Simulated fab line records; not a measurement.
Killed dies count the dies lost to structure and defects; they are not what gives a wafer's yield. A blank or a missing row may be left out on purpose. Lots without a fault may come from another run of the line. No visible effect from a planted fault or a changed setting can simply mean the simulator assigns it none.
Comparing a struck lot with a sound one -- flow sky130 -- 17 out of 708 route steps
Sound: wafers L124.1, L124.2, L124.6. Wafers L121.2, L121.3, L121.5 were the ones struck. The cause comes at the end.
At each step with rows: each side's tool, then ch and its chambers, then its first start. Under that, the readings that differ: sound wafers -- struck wafers -- difference of the means -- sigmas: that difference in standard deviations of wafers without a fault.
alike: a reading whose means differ by less than 2 such deviations, as well as words and numbers matching on both sides. not compared: withheld readings; readings where some wafer has no value; bounds like >300 that might hide an equal value; numbers whose values overlap and for which the record gives no deviation.
Wherever a step has rows on one side only, a row that says differs or no value, or a row with sigmas, the two part there. Non-overlapping numbers with no deviation appear without sigmas and do not part them. Lack of a reading on every wafer of one side parts them only where that side has two or more wafers.

first, 1 step without rows for these wafers: SKY_LDD_N_IMPLANT_15.
SKY_LDD_N_STRIP_16: strips in O2/N2.
  sound on plasma asher-01 ch 0,1, day 24 10:22; struck on plasma asher-03 ch 0,1, day 23 12:10
  alike: drypump motor current A, oes product au, strip time to endpoint s
  not compared: rf hours counter h
SKY_LDD_N_TW_MEAS_17:
  struck on film metro-02, day 23 12:16; sound on film metro-01, day 24 10:28
  alike: LDD_N_TW
then, 7 steps without rows for these wafers: SKY_LDD_P_DEHYDRATE_00 (time 60 s); SKY_LDD_P_HMDS_01 (prime time 60 s); SKY_LDD_P_COAT_02 (resist thk 1140 nm); SKY_LDD_P_SOFTBAKE_03 (time 60 s); SKY_LDD_P_EXPOSE_04 (exposes mask PSDM, target cd 380 nm); SKY_LDD_P_PEB_05; SKY_LDD_P_DEVELOP_06 (develop time 60 s).
SKY_LDD_P_CD_MEAS_07 targets a cd of 380 nm.
  struck on cd sem-01, day 24 18:13; sound on cd sem-02, day 25 14:55
  alike: cd nm
SKY_LDD_P_OVL_MEAS_08:
  struck on overlay-02, day 24 18:19; sound on overlay-01, day 25 15:02
  alike: LDD_P_OVL
SKY_LDD_P_IMPLANT_09:
  sound on implanter-01 ch 0, day 25 15:04; struck on implanter-02 ch 0, day 24 18:41
  alike: dose ions cm2
SKY_LDD_P_STRIP_10: strips in O2/N2.
  sound on plasma asher-03 ch 0,1, day 25 15:13; struck on plasma asher-02 ch 0, day 24 18:49
reading,sound,struck,difference,sigmas
strip time to endpoint s (s),14.24 14.23 14.23,14.15 14.15 14.12,-0.09,-2
  alike: drypump motor current A, oes product au
  not compared: rf hours counter h
SKY_LDD_P_TW_MEAS_11:
  struck on film metro-01, day 24 18:55; sound on film metro-01, day 25 15:19
reading,sound,struck,difference,sigmas
LDD_P_TW,636 637 642,795 791 795,+155,+49
then, 1 step without rows for these wafers: SKY_LDD_HVN_DEHYDRATE_00 (time 60 s).
-- here the record skips 25 days between the struck wafers' starts before and after, leaving off in module LDD_HVN and picking up in module PAD_OPEN (first step shown: number 708 of the route) --
SKY_PAD_OPEN_PROBE_99:
  struck on prober-01, day 49 19:30; sound on prober-02, day 50 05:53
reading,sound,struck,difference,sigmas
model.etest.tip p.rs ohm sq,6884 6865 6918,3964 3949 3956,-2933,
model.etest.pfet_01v8.r on ohm um,2870 2943 2877,2688 2748 2676,-193,
model.etest.tip p.rs ohm sq range,181.4 131.8 194.9,96.68 90.63 76.9,-81.30,
model.etest.pfet_01v8.drive ua um,194.1 188.3 193.6,212.3 207.3 212.5,+18.7,
model.etest.pfet_01v8_hvt.drive ua um,143.8 140.4 143.4,160.2 153.8 158.7,+15.0,
model.etest.sram pfet latch.drive ua um,140 139.9 138.6,153.9 149.4 161.3,+15.4,
model.etest.pfet_01v8_mvt.drive ua um,150 146.7 151.1,157.2 152.9 157.7,+6.7,
model.etest.pfet_01v8_lvt.drive ua um,173.1 170.5 172.2,180.2 176.9 180,+7.1,
  alike: killed_at_M0_to_M3, killed_at_M4_up, killed at contacts, killed at front end, killed at other, killed dies, killed open, killed short

## WHERE THEY PART
At SKY_LDD_P_STRIP_10 first; at SKY_LDD_P_TW_MEAS_11 last (within this record only). Later steps at which nothing parts them and some readings are alike: SKY_PAD_OPEN_PROBE_99.

WHY: what had been put in by the simulator
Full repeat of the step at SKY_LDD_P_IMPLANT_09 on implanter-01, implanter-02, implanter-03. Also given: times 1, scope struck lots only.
